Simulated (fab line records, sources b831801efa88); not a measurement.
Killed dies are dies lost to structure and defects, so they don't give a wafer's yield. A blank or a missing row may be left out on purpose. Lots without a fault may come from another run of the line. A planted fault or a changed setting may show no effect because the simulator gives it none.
Which tool did it? | flow gf180mcu | 13 lots, 39 wafers sampled, at 4 steps of a route of 602

WHAT THE GAUGES READ, wafer by wafer
GF_V2_CD_MEAS_14: target cd 260 nm.
lot  | measured     | on        | cd_nm (nm)
L345 | day 19 23:30 | cd_sem-01 | 261.8 261.9 262.0
L346 | day 20 05:20 | cd_sem-02 | 262.0 261.3 261.5
L347 | day 20 19:08 | cd_sem-01 | 257.9 258.9 258.4
L349 | day 21 21:57 | cd_sem-01 | 258.9 259.7 259.0
L350 | day 21 23:11 | cd_sem-01 | 262.1 262.0 261.9
L351 | day 22 08:50 | cd_sem-02 | 257.3 258.8 258.8
L352 | day 22 22:03 | cd_sem-02 | 260.7 260.6 259.5
L361 | day 25 23:58 | cd_sem-01 | 260.0 260.1 261.1
L363 | day 26 12:34 | cd_sem-02 | 261.8 260.9 260.5
L362 | day 26 14:02 | cd_sem-02 | 257.7 258.6 258.8
L365 | day 27 06:59 | cd_sem-02 | 260.4 260.9 260.7
L366 | day 27 11:01 | cd_sem-02 | 259.6 259.3 260.1
L367 | day 27 17:46 | cd_sem-01 | 260.3 260.4 259.1

WHICH TOOL RAN EACH LOT (tool, then ch and the chambers of the sampled wafers, then the start)
lot  | GF_SALICIDE_RTA_08               | GF_CONTACT_ETCH_16                 | GF_V1_CMP_04
L345 | rtp_anneal-01 ch 0, day 14 21:34 | rie_diel-02 ch 0,1,2, day 15 20:13 | cmp-01 ch 0,2,3, day 16 21:07
L346 | rtp_anneal-01 ch 0, day 15 05:07 | rie_diel-01 ch 1,2, day 16 03:38   | cmp-02 ch 2,3, day 17 04:08
L347 | rtp_anneal-02 ch 0, day 15 14:38 | rie_diel-01 ch 0,2,3, day 16 13:44 | cmp-02 ch 1,2, day 17 15:52
L349 | rtp_anneal-01 ch 0, day 16 16:06 | rie_diel-02 ch 1,2,3, day 17 15:55 | cmp-01 ch 0,1,3, day 18 18:14
L350 | rtp_anneal-01 ch 0, day 16 16:19 | rie_diel-04 ch 0,2,3, day 17 16:36 | cmp-01 ch 0,1,3, day 18 18:46
L351 | rtp_anneal-02 ch 0, day 17 04:16 | rie_diel-04 ch 2,3, day 18 04:14   | cmp-01 ch 2,3, day 19 06:13
L352 | rtp_anneal-01 ch 0, day 17 16:19 | rie_diel-01 ch 0,3, day 18 16:29   | cmp-01 ch 0,2,3, day 19 19:31
L361 | rtp_anneal-02 ch 0, day 21 00:27 | rie_diel-01 ch 0,2,3, day 22 01:15 | cmp-01 ch 0,2,3, day 23 02:17
L363 | rtp_anneal-02 ch 0, day 21 14:28 | rie_diel-04 ch 0,3, day 22 14:29   | cmp-02 ch 0,1,2, day 23 16:13
L362 | rtp_anneal-01 ch 0, day 21 16:41 | rie_diel-01 ch 2,3, day 22 16:11   | cmp-01 ch 0,1,2, day 23 17:35
L365 | rtp_anneal-02 ch 0, day 22 12:13 | rie_diel-04 ch 0,2, day 23 11:48   | cmp-02 ch 0,2,3, day 24 12:13
L366 | rtp_anneal-01 ch 0, day 22 14:20 | rie_diel-02 ch 0,2,3, day 23 14:12 | cmp-02 ch 1,2,3, day 24 14:20
L367 | rtp_anneal-02 ch 0, day 22 23:39 | rie_diel-02 ch 1,2, day 23 23:09   | cmp-02 ch 0,3, day 24 23:32
- GF_SALICIDE_RTA_08: time 30 s.
- GF_CONTACT_ETCH_16: etches BARC in N2/H2.
- GF_V1_CMP_04: polishes SiO2.

WHAT THE TOOLS THEMSELVES READ (means of the sampled wafers that have a number; where no wafer has one, the mark that the record gives instead)
GF_SALICIDE_RTA_08.
lot  | tool          | lamp_power_pct (%) | wafer_temp_C_max
L345 | rtp_anneal-01 | 16.6               | 806.0
L346 | rtp_anneal-01 | 16.6               | 806.4
L347 | rtp_anneal-02 | 17.4               | 802.4
L349 | rtp_anneal-01 | 16.6               | 805.0
L350 | rtp_anneal-01 | 16.6               | 806.1
L351 | rtp_anneal-02 | 17.4               | 802.9
L352 | rtp_anneal-01 | 16.6               | 806.5
L361 | rtp_anneal-02 | 17.4               | 801.8
L363 | rtp_anneal-02 | 17.4               | 802.8
L362 | rtp_anneal-01 | 16.6               | 806.3
L365 | rtp_anneal-02 | 17.4               | 802.4
L366 | rtp_anneal-01 | 16.6               | 807.4
L367 | rtp_anneal-02 | 17.4               | 802.8

GF_CONTACT_ETCH_16.
lot  | tool        | bias_w (W) | drypump_motor_current_A (A) | oes_product_au (a.u.) | rf_fwd_power_W (W) | throttle_valve_pct (%)
L345 | rie_diel-02 | 100.1      | 5.7                         | 0.857                 | 495.5              | 13.223
L346 | rie_diel-01 | 100.1      | 5.1                         | 0.847                 | 493.8              | 13.235
L347 | rie_diel-01 | 100.0      | 5.6                         | 0.859                 | 496.0              | 13.231
L349 | rie_diel-02 | 99.9       | 5.3                         | 0.853                 | 494.1              | 13.230
L350 | rie_diel-04 | 100.2      | 5.7                         | 0.858                 | 494.8              | 13.229
L351 | rie_diel-04 | 99.8       | 5.8                         | 0.852                 | 496.9              | 13.232
L352 | rie_diel-01 | 100.4      | 5.8                         | 0.858                 | 493.8              | 13.224
L361 | rie_diel-01 | 89.5       | 5.6                         | 0.857                 | 496.9              | 13.220
L363 | rie_diel-04 | 100.1      | 5.8                         | 0.857                 | 494.8              | 13.228
L362 | rie_diel-01 | 89.9       | 5.7                         | 0.857                 | 495.1              | 13.226
L365 | rie_diel-04 | 100.1      | 5.7                         | 0.858                 | 495.0              | 13.223
L366 | rie_diel-02 | 100.2      | 5.8                         | 0.855                 | 495.8              | 13.224
L367 | rie_diel-02 | 99.5       | 5.2                         | 0.853                 | 493.5              | 13.220

GF_V1_CMP_04.
lot  | tool   | motor_current_A (A) | slurry_flow_ml_min | time_to_endpoint_s (s)
L345 | cmp-01 | 12.1                | 149.6              | 80
L346 | cmp-02 | 12.6                | 149.8              | 80
L347 | cmp-02 | 12.0                | 150.0              | 81
L349 | cmp-01 | 12.0                | 150.2              | 80
L350 | cmp-01 | 12.0                | 149.3              | 77
L351 | cmp-01 | 11.6                | 150.1              | 82
L352 | cmp-01 | 11.9                | 150.1              | 76
L361 | cmp-01 | 12.2                | 149.7              | 88
L363 | cmp-02 | 12.1                | 150.0              | 86
L362 | cmp-01 | 12.0                | 150.3              | 74
L365 | cmp-02 | 12.5                | 150.0              | 80
L366 | cmp-02 | 12.7                | 149.7              | 80
L367 | cmp-02 | 13.3                | 149.7              | 85

THE ANSWER, worked out from the rows above alone
Rule: what is usual is taken from the lots themselves. Put in order of their means at a reading, lots are off if they are a third of the lots or fewer, leave a main group of 4 or more, and stand apart from it by a gap of 3 or more times the standard deviation of the main group's means; of several such gaps the widest counts. A main group whose means are all the same, to the digits that the tables above print for the reading, isn't used. A lot without any number at a reading at which 4 lots or more have one is off too. The other lots that the step has rows for count as sound. The gauges are gone through in route order, then the tools' own readings, and for those a lot's mean is taken as printed above. The first step at which some lot is off is used, and at that step the reading that is off furthest; a lot without a number counts as furthest.
Off: L361, L362, at GF_CONTACT_ETCH_16 (bias_w). The main group: mean 100.0 W, standard deviation 0.23.
A tool fits if, at that step or a process step before it, it ran every lot that is off, and no sound lot after the first of them. One fits: rie_diel-01 at GF_CONTACT_ETCH_16. Its last sound lot is L352 (day 18 16:29), its first lot that is off L361 (day 22 01:15): a fault that began between those two fits.
The tool's own readings at GF_CONTACT_ETCH_16 bear it out: on the lots that are off they differ by more than 5 times the standard deviation of the sound lots' means. bias_w reads 89.7 W there against 100.0 W on the sound lots.

WHAT THE SIMULATOR HAD PUT IN
Process parameter drift: rie_diel-01, from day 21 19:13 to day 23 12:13, at GF_CONTACT_ETCH_16. Setting bias_w, moved by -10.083, from 100. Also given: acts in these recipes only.
Lots struck among those shown: L361, L362. The rule above found the same.
